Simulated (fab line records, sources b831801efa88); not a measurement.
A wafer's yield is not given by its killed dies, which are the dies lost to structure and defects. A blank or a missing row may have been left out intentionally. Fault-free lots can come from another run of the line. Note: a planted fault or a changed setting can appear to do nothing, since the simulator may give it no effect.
fab line records    flow sky130
[record] lots = 12  wafers = 36  last_day = 50
route steps=708 shown METAL2@505 VIA4@660 PASSIVATION@683 PAD_OPEN@708
lots with no fault: from the same line, run without faults
start_h: hours from the record's first day to the start of the lot's first wafer shown    wait_h: hours elapsed since this lot's preceding step    " identical to the entry in the row above    L1.1+2: a single row standing in for several wafers    - no value present, or no start provided    * or withheld: withheld    < > ~ a bound
route shown NAME@n: a module of which the file shows steps, and the number in the route of the first    usual: mean and standard deviation over wafers with no fault    same: alike in all rows    chamber/n: place in a boat    sites: each site's reading    _std_site: their standard deviation    _edge_site: mean of outer sites minus mean of inner sites    radius_mm: for every site, how far away it sits from the centre of the wafer    mask NAME#n: copy n    behind: the last tool/chamber to shape the wafer    hold: cause of the lot's hold/its duration in hours/its outcome    device: the transistor (n, p or np) that didn't switch    end of line: the same wafers' tests at the end of the route    a step given without rows: its recipe and nothing more    killed: at the first sort, the dies lost to defects and structure; wafer yield is something else    map: dies across one wafer; x = killed, . = not, _ = none there
set.NAME: the setting the step ran with; set.NAME@STEP: the setting that earlier step ran with    model.NAME: the simulator's own value behind a step, which no gauge read
a sample of lots followed through the steps of the route, with each step as a table and each wafer as a row
services: a tool's chamber out of use, with start hour (start_h, from the record's first day; less than 0 if before it), hours out, and reason
[[steps]]
[step SKY_METAL2_CLEAN_22]
[recipe] chemistry = IPA  time_s = 180  temp_c = 25
lot.wafer   tool          chamber  start_h  wait_h
L582.2+3+4  wet_bench-02  3        816.59   0.0
L584.2+3+5  wet_bench-02  3        846.91   0.0
L586.1+4+6  wet_bench-02  2        855.36   0.0
L587.1+3+5  wet_bench-02  3        863.81   0.0
L591.3+4+6  wet_bench-02  3        898.36   0.0
L597.4+5+6  wet_bench-04  1        945.75   0.0
L598.1+2+5  wet_bench-01  1        953.69   0.0
L601.1+2+6  wet_bench-04  1        966.51   0.0
L603.2+4+5  wet_bench-02  3        967.34   0.0
L602.1+5+6  wet_bench-04  1        967.74   0.0
L604.3+4+6  wet_bench-02  0        971.41   0.0
L605.2+4+5  wet_bench-02  0        988.21   0.0
[step SKY_VIA4_CMP_21]
[recipe] stop_on = SiO2  t_overpolish_s = 25  down_force_psi = 3.5  platen_rpm = 60  target_thk_nm = 0  pad_velocity_m_s = 0.94248
[usual] motor_current_A = 11.4/1  overpolish_run_s = 25.000/0.0098  retaining_ring_pressure_frac = 1.000/0.0052  slurry_filter_dp_kPa = 13.50/0.14  time_to_endpoint_s = 122/6.5
lot.wafer  tool    chamber  start_h  wait_h  motor_current_A  overpolish_run_s  retaining_ring_pressure_frac  slurry_filter_dp_kPa  time_to_endpoint_s
L582.3     cmp-02  3        1001.07  0.0     11.7             24.997            0.997                         13.53                 129
L582.4     "       0        "        "       10.0             25.010            1.003                         13.56                 120
L582.2     "       2        "        "       12.1             25.008            0.999                         13.42                 123
L584.3     cmp-02  2        1026.38  0.1     11.7             25.015            0.997                         13.32                 122
L584.2     "       3        "        "       11.1             25.014            1.000                         13.33                 130
L584.5     "       1        "        "       10.7             25.001            0.996                         13.51                 117
L586.1     cmp-01  3        1035.06  0.1     12.6             24.996            1.003                         13.33                 112
L586.4     "       0        "        "       11.4             24.996            1.006                         13.09                 119
L586.6     "       3        "        "       13.0             25.007            0.999                         13.72                 111
L587.3     cmp-02  0        1042.72  0.1     10.1             24.980            0.999                         13.54                 123
L587.1     "       1        "        "       10.4             25.008            1.002                         13.46                 132
L587.5     "       3        "        "       10.8             24.986            0.999                         13.44                 142
L591.4     cmp-01  0        1071.56  0.0     12.1             25.023            0.992                         13.58                 124
L591.3     "       3        "        "       12.6             25.005            0.995                         13.30                 111
L591.6     "       1        "        "       12.2             25.010            1.006                         13.60                 124
L597.4     cmp-01  2        1112.91  0.0     10.4             24.997            1.002                         13.29                 129
L597.6     "       2        "        "       10.4             25.006            1.001                         13.53                 123
L597.5     "       3        "        "       12.4             25.000            1.000                         13.62                 118
L598.2     cmp-01  2        1117.89  0.0     10.2             25.003            1.002                         13.43                 120
L598.1     "       1        "        "       13.1             25.012            1.010                         13.48                 126
L598.5     "       2        "        "       10.4             25.005            0.997                         13.16                 129
L601.1     cmp-02  3        1128.53  0.1     11.4             24.991            1.002                         13.62                 123
L601.2     "       1        "        "       10.2             24.983            1.001                         13.31                 115
L601.6     "       0        "        "       9.7              24.989            0.992                         13.59                 108
L603.4     cmp-02  1        1130.20  0.0     10.7             25.004            0.995                         13.38                 113
L603.2     "       2        "        "       11.8             25.000            1.011                         13.56                 116
L603.5     "       2        "        "       11.9             25.009            1.005                         13.43                 117
L602.1     cmp-01  3        1131.06  0.2     12.4             25.005            1.002                         13.72                 117
L602.5     "       0        "        "       11.4             24.987            1.000                         13.35                 121
L602.6     "       1        "        "       12.9             24.991            0.999                         13.54                 126
L604.4     cmp-02  0        1131.90  0.0     9.6              25.005            0.994                         13.61                 114
L604.3     "       1        "        "       11.0             24.992            1.001                         13.47                 118
L604.6     "       1        "        "       11.0             24.973            0.999                         13.43                 119
L605.2     cmp-01  0        1147.03  0.1     11.0             25.004            0.990                         13.44                 125
L605.4     "       1        "        "       12.6             25.002            0.999                         13.50                 130
L605.5     "       3        "        "       12.5             24.986            0.994                         13.53                 118
[step SKY_PASSIVATION_CVD_02]
[recipe] material = Si3N4  target_thk_nm = 540  temp_c = 400  time_s = withheld  rf_w = 438.4
[usual] heater_power_w = 755/100
lot.wafer  tool      chamber  start_h  wait_h  heater_power_w
L582.2     pecvd-02  1        1024.57  0.0     750
L582.3     "         0        "        "       890
L582.4     "         2        "        "       685
L584.2     pecvd-01  2        1050.27  0.0     887
L584.3     "         0        "        "       705
L584.5     "         2        "        "       721
L586.1     pecvd-02  0        1058.76  0.1     871
L586.4     "         0        "        "       868
L586.6     "         1        "        "       617
L587.1     pecvd-01  0        1065.63  0.1     742
L587.3     "         2        "        "       866
L587.5     "         0        "        "       761
L591.3     pecvd-01  1        1093.54  0.0     529
L591.4     "         0        "        "       679
L591.6     "         2        "        "       896
L597.4     pecvd-03  0        1134.49  0.1     791
L597.5     "         1        "        "       853
L597.6     "         2        "        "       813
L598.1     pecvd-02  0        1138.63  0.1     835
L598.2     "         2        "        "       798
L598.5     "         2        "        "       813
L601.1     pecvd-03  0        1148.82  0.1     823
L601.2     "         2        "        "       850
L601.6     "         0        "        "       827
L603.2     pecvd-03  1        1150.26  0.0     741
L603.4     "         2        "        "       811
L603.5     "         1        "        "       792
L602.1     pecvd-03  2        1150.77  0.1     842
L602.5     "         2        "        "       845
L602.6     "         1        "        "       682
L604.3     pecvd-03  1        1152.38  0.0     818
L604.4     "         2        "        "       844
L604.6     "         1        "        "       701
L605.2     pecvd-01  2        1165.22  0.0     867
L605.4     "         2        "        "       855
L605.5     "         0        "        "       745
[step SKY_PASSIVATION_STRIP_12]
[recipe] chemistry = O2/N2  power_w = 1400  pressure_mtorr = 1500  platen_temp_c = withheld  overash_fraction = 0.7  o2_flow_sccm = 3000  n2_flow_sccm = 300
[usual] drypump_motor_current_A = 5.63/0.26  oes_product_au = 0.660/0.0045  strip_time_to_endpoint_s = 31.49/0.17
[same] overash_fraction = 0.7
lot.wafer  tool             chamber  start_h  wait_h  drypump_motor_current_A  oes_product_au  rf_hours_counter_h  strip_time_to_endpoint_s
L582.2     plasma_asher-04  0        1047.27  0.1     5.66                     0.656           61                  31.59
L582.3     "                0        "        "       5.68                     0.666           -                   31.59
L582.4     "                1        "        "       5.94                     0.658           -                   31.50
L584.2     plasma_asher-03  0        1071.52  0.1     5.26                     0.655           1                   31.29
L584.3     "                1        "        "       5.73                     0.654           -                   31.42
L584.5     "                0        "        "       5.26                     0.667           -                   31.23
L586.1     plasma_asher-04  1        1080.57  0.1     5.95                     0.663           65                  31.25
L586.4     "                1        "        "       5.93                     0.668           -                   31.47
L586.6     "                0        "        "       5.66                     0.655           -                   31.36
L587.1     plasma_asher-04  1        1087.37  0.1     5.95                     0.657           65                  31.43
L587.3     "                0        "        "       5.65                     0.662           -                   31.23
L587.5     "                1        "        "       5.96                     0.664           -                   31.10
L591.3     plasma_asher-04  1        1113.70  0.1     5.94                     0.667           -                   31.45
L591.4     "                0        "        "       5.67                     0.659           -                   31.39
L591.6     "                0        "        "       5.66                     0.661           -                   31.44
L597.4     plasma_asher-04  1        1152.51  0.1     5.95                     0.659           -                   31.35
L597.5     "                1        "        "       5.95                     0.665           -                   31.44
L597.6     "                0        "        "       5.67                     0.663           -                   31.31
L598.1     plasma_asher-04  1        1157.03  0.1     5.93                     0.662           72                  31.63
L598.2     "                0        "        "       5.64                     0.663           72                  31.61
L598.5     "                0        "        "       5.65                     0.656           -                   31.62
L601.1     plasma_asher-03  0        1166.88  0.1     5.30                     0.664           10                  31.41
L601.2     "                1        "        "       5.76                     0.653           10                  31.44
L601.6     "                1        "        "       5.74                     0.664           -                   31.35
L603.2     plasma_asher-04  0        1167.99  0.1     5.65                     0.656           73                  31.71
L603.4     "                0        "        "       5.64                     0.656           -                   31.53
L603.5     "                1        "        "       5.92                     0.663           -                   31.48
L602.1     plasma_asher-02  0        1168.34  0.1     5.75                     0.660           40                  31.32
L602.5     "                0        "        "       5.74                     0.659           -                   31.37
L602.6     "                1        "        "       5.21                     0.658           -                   31.52
L604.3     plasma_asher-03  1        1170.65  0.1     5.79                     0.655           -                   31.73
L604.4     "                0        "        "       5.28                     0.652           -                   31.51
L604.6     "                1        "        "       5.78                     0.659           -                   31.59
L605.2     plasma_asher-04  0        1180.72  0.1     5.66                     0.664           75                  31.52
L605.4     "                0        "        "       5.65                     0.666           -                   31.36
L605.5     "                1        "        "       5.97                     0.667           -                   31.56
[step SKY_PAD_OPEN_PROBE_99]
[usual] defect_limited_yield = 82.7/1.8  killed_at_M0_to_M3 = 42/7.5  killed_at_M4_up = 3.2/1.7  killed_at_contacts = 24/5.1  killed_at_front_end = 15/4.1  killed_at_other = 0.3/0.58  killed_dies = 85/8.9  killed_open = 46/6.4  killed_short = 39/6  sort_bin_3_pad_short = 0.9/0.4  sort_bin_5_function = 10.1/1.6  sort_bin_6_memory = 6.3/1  sort_bin_8_speed = 0.00/0.024  sort_n_pass = 407/9  sort_yield_pct = 82.7/1.8
[same] gross_dies = 492  killed_at_back_side = 0  sort_bin_4_leakage[%] = 0
lot.wafer  tool       chamber  start_h  wait_h  defect_limited_yield[%]  killed_at_M0_to_M3  killed_at_M4_up  killed_at_contacts  killed_at_front_end  killed_at_other  killed_dies  killed_open  killed_short  sort_bin_3_pad_short[%]  sort_bin_5_function[%]  sort_bin_6_memory[%]  sort_bin_8_speed[%]  sort_n_pass  sort_yield_pct[%]
L587.1     prober-02  -        1110.24  0.1     77.4                     69                  2                20                  20                   0                111          35           32            3.0                      13.6                    5.9                   0                    381          77.4
L587.3     prober-02  -        1110.34  0.2     73.6                     86                  6                21                  17                   0                130          42           43            3.0                      15.7                    7.7                   0                    362          73.6
L587.5     prober-02  -        1110.44  0.2     76.0                     76                  3                22                  17                   0                118          38           35            2.6                      14.0                    7.3                   0                    374          76.0
L591.3     prober-02  -        1136.14  0.2     72.8                     83                  5                30                  15                   1                134          47           45            3.0                      18.1                    6.1                   0                    358          72.8
L591.4     prober-02  -        1136.19  0.2     74.0                     75                  4                30                  19                   0                128          49           37            4.1                      15.2                    6.7                   0                    364          74.0
L591.6     prober-02  -        1136.29  0.2     74.2                     81                  6                26                  13                   1                127          52           31            2.4                      17.5                    5.9                   0                    365          74.2
L598.1     prober-02  -        1176.99  0.1     80.9                     46                  4                25                  18                   1                94           53           41            0.4                      10.8                    7.9                   0                    398          80.9
L598.2     prober-02  -        1177.04  0.1     84.3                     39                  1                21                  15                   1                77           43           33            0.6                      9.1                     5.9                   0                    415          84.3
L598.5     prober-02  -        1177.19  0.2     83.1                     41                  3                23                  16                   0                83           42           40            0.6                      11.4                    4.9                   0                    409          83.1
L603.2     prober-01  -        1184.70  0.1     86.0                     36                  2                14                  17                   0                69           43           25            0.4                      8.7                     4.9                   0                    423          86.0
L603.4     prober-01  -        1184.80  0.2     79.7                     61                  3                15                  21                   0                100          50           50            1.2                      11.4                    7.7                   0                    392          79.7
L603.5     prober-01  -        1184.85  0.2     86.6                     32                  3                21                  10                   0                66           38           27            0.8                      6.7                     5.9                   0                    426          86.6
L602.1     prober-02  -        1186.85  0.1     80.7                     52                  9                19                  14                   1                95           44           50            0.8                      10.0                    8.5                   0                    397          80.7
L602.5     prober-02  -        1187.05  0.2     83.3                     41                  2                25                  14                   0                82           42           40            1.6                      9.3                     5.7                   0                    410          83.3
L602.6     prober-02  -        1187.10  0.2     83.3                     41                  4                27                  10                   0                82           45           37            0.8                      8.9                     6.9                   0                    410          83.3
L604.3     prober-01  -        1189.64  0.2     79.9                     51                  3                30                  15                   0                99           61           38            0.6                      12.0                    7.5                   0                    393          79.9
L604.4     prober-01  -        1189.69  0.2     85.4                     39                  1                22                  10                   0                72           45           27            1.0                      7.5                     6.1                   0                    420          85.4
L604.6     prober-01  -        1189.79  0.2     83.7                     45                  2                17                  16                   0                80           48           32            0.6                      9.6                     6.1                   0                    412          83.7
// killed by level:class
L587.1 METAL2:unspecified=44 FIELD_ISO:geometric_particle:open=8 LI_CONTACT:geometric_particle:open=8 POLY_GATE:geometric_particle:short=5 CONTACT:geometric_particle:open=5 FIELD_ISO:geometric_particle:short=4 VIA1:geometric_particle:open=4 CONTACT:geometric_particle:short=4
L587.3 METAL2:unspecified=45 CONTACT:geometric_particle:open=8 METAL1:geometric_particle:short=8 VIA3:geometric_particle:open=6 VIA2:geometric_particle:open=6 LI_CONTACT:geometric_particle:open=5 VIA1:geometric_particle:open=5 VIA3:geometric_particle:short=5
L587.5 METAL2:unspecified=45 CONTACT:geometric_particle:open=9 VIA1:geometric_particle:open=9 CONTACT:geometric_particle:short=6 METAL2:geometric_particle:short=6 FIELD_ISO:geometric_particle:short=5 POLY_GATE:geometric_particle:open=4 LI_CONTACT:geometric_particle:open=4
L591.3 METAL2:unspecified=41 CONTACT:geometric_particle:open=10 VIA3:geometric_particle:open=10 LI_CONTACT:geometric_particle:open=6 VIA1:geometric_particle:open=6 METAL2:geometric_particle:short=6 LI_CONTACT:geometric_particle:short=5 CONTACT:geometric_particle:short=5
L591.4 METAL2:unspecified=42 CONTACT:geometric_particle:open=14 VIA1:geometric_particle:open=8 LI_CONTACT:geometric_particle:open=8 VIA2:geometric_particle:open=6 FIELD_ISO:geometric_particle:short=5 POLY_GATE:geometric_particle:short=5 CONTACT:geometric_particle:short=4
L591.6 METAL2:unspecified=44 VIA1:geometric_particle:open=10 LI_CONTACT:geometric_particle:open=9 CONTACT:geometric_particle:open=9 METAL2:geometric_particle:short=8 VIA2:geometric_particle:open=6 FIELD_ISO:geometric_particle:open=4 METAL1:geometric_particle:short=4
L598.1 VIA1:geometric_particle:open=21 CONTACT:geometric_particle:open=9 VIA2:geometric_particle:open=6 FIELD_ISO:geometric_particle:open=5 CONTACT:geometric_particle:short=5 FIELD_ISO:geometric_particle:short=4 METAL2:geometric_particle:short=4 POLY_GATE:geometric_particle:open=4
L598.2 CONTACT:geometric_particle:open=11 VIA1:geometric_particle:open=7 FIELD_ISO:geometric_particle:short=6 VIA3:geometric_particle:open=6 POLY_GATE:geometric_particle:open=4 METAL1:geometric_particle:short=4 VIA1:geometric_particle:short=4 METAL2:geometric_particle:short=4
L598.5 VIA1:geometric_particle:short=7 CONTACT:geometric_particle:open=6 POLY_GATE:geometric_particle:open=6 CONTACT:geometric_particle:short=6 METAL2:geometric_particle:short=6 VIA1:geometric_particle:open=6 LI_CONTACT:geometric_particle:open=5 VIA3:geometric_particle:open=5
L603.2 VIA1:geometric_particle:open=9 LI_CONTACT:geometric_particle:open=7 VIA3:geometric_particle:open=7 CONTACT:geometric_particle:open=5 VIA2:geometric_particle:open=5 FIELD_ISO:geometric_particle:short=4 METAL2:geometric_particle:short=3 FIELD_ISO:geometric_particle:open=2
L603.4 VIA3:geometric_particle:open=13 VIA2:geometric_particle:open=7 POLY_GATE:geometric_particle:short=7 CONTACT:geometric_particle:open=7 VIA1:geometric_particle:open=7 VIA2:geometric_particle:short=6 VIA3:geometric_particle:short=6 METAL1:geometric_particle:short=6
L603.5 VIA1:geometric_particle:open=11 LI_CONTACT:geometric_particle:open=8 LOCAL_INTERCONNECT:geometric_particle:short=6 VIA1:geometric_particle:short=5 CONTACT:geometric_particle:open=4 VIA3:geometric_particle:open=4 VIA2:geometric_particle:open=3 FIELD_ISO:geometric_particle:open=2
L602.1 VIA1:geometric_particle:open=14 METAL1:geometric_particle:short=6 METAL2:geometric_particle:short=6 CONTACT:geometric_particle:short=5 CONTACT:geometric_particle:open=5 VIA3:geometric_particle:short=5 METAL4:geometric_particle:short=5 POLY_GATE:geometric_particle:short=4
L602.5 METAL2:geometric_particle:short=10 CONTACT:geometric_particle:open=10 VIA3:geometric_particle:open=8 VIA1:geometric_particle:open=6 METAL1:geometric_particle:short=5 LI_CONTACT:geometric_particle:short=5 FIELD_ISO:geometric_particle:short=4 FIELD_ISO:geometric_particle:open=4
L602.6 CONTACT:geometric_particle:open=11 VIA1:geometric_particle:open=10 VIA2:geometric_particle:open=8 LI_CONTACT:geometric_particle:open=5 METAL1:geometric_particle:short=5 VIA1:geometric_particle:short=5 METAL2:geometric_particle:short=5 FIELD_ISO:geometric_particle:short=4
L604.3 CONTACT:geometric_particle:open=14 VIA1:geometric_particle:open=11 FIELD_ISO:geometric_particle:open=8 METAL1:geometric_particle:short=8 LI_CONTACT:geometric_particle:open=7 VIA3:geometric_particle:open=7 LOCAL_INTERCONNECT:geometric_particle:short=5 VIA2:geometric_particle:open=5
L604.4 VIA1:geometric_particle:open=12 CONTACT:geometric_particle:open=7 LI_CONTACT:geometric_particle:open=6 METAL1:geometric_particle:short=6 FIELD_ISO:geometric_particle:open=5 VIA1:geometric_particle:short=5 VIA3:geometric_particle:open=5 CONTACT:geometric_particle:short=3
L604.6 VIA1:geometric_particle:open=10 VIA2:geometric_particle:open=10 VIA3:geometric_particle:open=6 CONTACT:geometric_particle:open=5 VIA2:geometric_particle:short=5 POLY_GATE:geometric_particle:short=4 LI_CONTACT:geometric_particle:open=4 CONTACT:geometric_particle:short=4
[[services]]
tool             chamber  start_h  hours  kind
cmp-02           -        811.72   0.6    repair
cmp-02           -        826.25   9.9    pm
cmp-02           -        844.75   4.9    repair
pecvd-03         -        898.49   1.5    repair
cmp-01           -        916.34   4.0    pm
pecvd-03         -        931.90   6.0    pm
cmp-02           -        992.13   5.5    pm
cmp-01           -        997.82   5.7    pm
cmp-01           -        1004.98  3.1    repair
cmp-02           -        1008.91  5.3    repair
plasma_asher-04  -        1016.21  2.8    pm
pecvd-03         -        1028.97  4.3    pm
plasma_asher-04  -        1035.81  0.7    repair
pecvd-03         2        1064.76  5.3    repair
pecvd-03         -        1067.93  0.9    repair
cmp-02           -        1081.60  6.3    repair
cmp-02           -        1087.86  4.0    pm
cmp-02           -        1092.94  16.6   pm
cmp-01           -        1122.55  4.9    repair
cmp-01           -        1136.69  1.9    repair
cmp-02           -        1138.21  1.0    repair
wet_bench-02     -        1165.61  6.6    repair
cmp-02           -        1170.66  4.0    repair
cmp-01           -        1171.68  4.0    pm
[[key]]
[first_sign] step = SKY_PAD_OPEN_PROBE_99  reading = sort_bin_3_pad_short  direction = up  sigmas = 5.3  usual = 0.9  struck = 3.0
[effect] step = SKY_PAD_OPEN_PROBE_99  reading = killed_at_M0_to_M3  direction = up  sigmas = 4.8  usual = 42  struck = 78
met_at SKY_METAL2_CLEAN_22
struck_lots L587,L591
not_acting_at SKY_VIA4_CMP_21,SKY_PASSIVATION_CVD_02,SKY_PASSIVATION_STRIP_12
onset_between 855.36 863.81
[fault] kind = chamber_particle_source  tool = wet_bench-02  chamber = -  onset_h = 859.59  steps = SKY_METAL2_CLEAN_22  rate_per_visit_cm2 = 0.68305  end_h = 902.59
